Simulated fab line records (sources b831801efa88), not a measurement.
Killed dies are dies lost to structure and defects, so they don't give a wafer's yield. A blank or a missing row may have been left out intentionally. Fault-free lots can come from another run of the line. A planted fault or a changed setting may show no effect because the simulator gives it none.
Problem report, 8D (eight disciplines) form, completed by code | flow sfq line | the parts of the form that need people (team, actions taken, sign-off) are left out

1. WHAT WENT WRONG
Wafers without a fault read 2999.9 rpm, standard deviation 1.9; spin speed rpm at SFQ_TRILAYER_M7_LITHO_COAT_177 reads a mean of 2790.0 rpm on 6 wafers belonging to 2 lots. That is -99 or more standard deviations from the usual mean.
The step: resist thk 600 nm.
Earliest sighting: wafer L958.1 on litho track-03 at day 75 19:14. The record has a number at this step for 18 wafers belonging to 6 lots. Rule for "out" (also "out of limits"): further than 4 standard deviations from the usual mean. All remaining wafers that have a number are taken as sound.

2. WHAT THIS IS AND IS NOT
question                    | is                     | is not
which readings at this step | spin speed rpm         | -
which lots                  | L958, L959             | L946, L954, L964, L965
which wafers of those lots  | all that have a number | -
read on which tools         | litho track-03         | litho track-01, litho track-02
when                        | from day 75 19:14      | up to then (6 sound wafers); but 6 sound wafers of L964, L965 came after

3. SUSPECTS, AND WHAT RULES EACH OUT
Counting: a tool at any process step up to the reading remains a suspect when it ran all the lots that are out and ran no sound lot after the first of those.
- litho track-03 at SFQ_TRILAYER_M7_LITHO_COAT_177 (resist thk 600 nm): kept. Every lot that is out went through it, starting with L958 (day 75 19:14), and after that it ran no sound lot; the last sound lot it ran before then is L954 (day 74 11:29). Out on those wafers are its own readings of spin speed rpm.
Remaining after the count: litho track-03 at SFQ_TRILAYER_M7_LITHO_COAT_177.

4. THE CAUSE (what the simulator had put in)
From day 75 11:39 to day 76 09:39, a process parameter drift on litho track-03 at SFQ_TRILAYER_M7_LITHO_COAT_177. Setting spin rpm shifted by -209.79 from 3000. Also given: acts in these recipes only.
This tool alone remained once counting was done.

5. SEQUENCE OF EFFECTS, ordered by route
One row per reading whose mean, taken over the struck wafers that have a number, lies over 3 standard deviations from the usual. Only readings whose record carries a usual standard deviation are examined. hours: median over the lots of the time between each lot's start at the first step of this table that gives one and its start at this step. sigmas: the change, counted in usual standard deviations.
hours | step                           | reading        | usual      | on struck wafers | change | sigmas
0     | SFQ_TRILAYER_M7_LITHO_COAT_177 | spin speed rpm | 2999.9 rpm | 2790.0           | -209.9 | -99 or more
Here are the process steps it includes:
- SFQ_TRILAYER_M7_LITHO_COAT_177: resist thk 600 nm.
At these later measuring or inspecting steps, every struck wafer for which the step has a row has a number for every such reading, and none has moved that far: SFQ_M7_OVL_MEAS_945.

6. HOW IT WOULD HAVE BEEN CAUGHT EARLIER
The fault began at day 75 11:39; the first out-of-limits reading in this record came at day 75 19:14, 8 hours later.
